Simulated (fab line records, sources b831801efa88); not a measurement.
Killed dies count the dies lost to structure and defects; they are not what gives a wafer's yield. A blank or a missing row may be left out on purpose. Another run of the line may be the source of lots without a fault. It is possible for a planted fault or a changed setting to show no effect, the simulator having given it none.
One fault through the eyes of 2 desks    flow gf180mcu    what lay behind the numbers comes last; until then each desk has only its own

FOR THE TOOL OWNER'S DESK: pecvd-04
The tool's own readings at GF_V5_CVD_02 (deposits SiO2 from TEOS, target thk 1450 nm, time 163.28 s): means of the sampled wafers that have a number, for each lot that ran on this tool. A lot is out of limits, marked OUT, if its mean lies more than 4 standard deviations from the usual mean; the brackets give that distance.
Columns: A = heater-power-w at GF_V5_CVD_02, usual 664 W; B = rf-fwd-power-W at GF_V5_CVD_02, usual 597.4 W
lot   first seen here  A    B
L448  day 26 08:18     665  598.2
L449  day 26 16:39     584  597.8
L452  day 27 16:07     651  598.2
L458  day 29 14:30     587  598.8
L460  day 30 05:34     608  596.6
L463  day 30 20:41     645  692.4 (+50) OUT
L464  day 30 23:39     580  693.4 (+51) OUT
This desk finds L463, L464 out of limits, L463 being first, at day 30 20:41 (rf-fwd-power-W at GF_V5_CVD_02). L448, L449, L452, L458, L460: within limits.

FROM THE METROLOGY DESK
Lot by lot, what the gauges showed, no matter which tool ran the lot: averages of those sampled wafers that carry a number. A lot is out of limits, marked OUT, if its mean lies more than 4 standard deviations from the usual mean; the brackets give that distance.
Columns: A = V2_W_RS at GF_V2_RS_MEAS_24, usual 0.323 ohm/sq; B = M4_OVL at GF_M4_OVL_MEAS_15, usual -1 nm; C = V5_CVD_02_THK at GF_V5_THK_MEAS_03, usual 1449 nm
lot   first seen here  A      B   C
L448  day 20 07:53     0.325  -0  1446
L449  day 20 16:43     0.325  -4  1449
L450  day 21 04:47     0.320  -7  1452
L452  day 21 19:17     0.328  -3  1459
L453  day 22 03:44     0.326  -1  1460
L456  day 23 07:21     0.321  1   1462
L455  day 23 08:35     0.325  2   1451
L458  day 24 03:44     0.323  -5  1432
L460  day 24 20:23     0.327  1   1459
L463  day 25 13:59     0.327  2   1530 (+4.8) OUT
L464  day 25 18:03     0.319  7   1505
L468  day 27 03:56     0.316  2   1430
L471  day 27 23:34     0.318  5   1466
This desk reports L463 out of limits; the earliest was L463 at day 30 20:47 (V5_CVD_02_THK at GF_V5_THK_MEAS_03). L448, L449, L450, L452, L453, L456, L455, L458, L460, L464, L468, L471: within limits.

ALL TOGETHER
The tool owner's desk could have raised an alarm at day 30 20:41, on L463, L464.
An alarm was possible from the metrology desk at day 30 20:47, on L463.
The metrology desk holds a record of L464, inside its limits.
On pecvd-04, each named lot ran GF_V5_CVD_02.

WHAT HAD BEEN PUT IN BY THE SIMULATOR
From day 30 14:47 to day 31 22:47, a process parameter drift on pecvd-04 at GF_V5_CVD_02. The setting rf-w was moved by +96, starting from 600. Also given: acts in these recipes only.
Struck lots among those shown: L463, L464.
Time in hours from fault onset to the first out-of-limits reading at each desk: tool owner's desk 6, metrology desk 6.
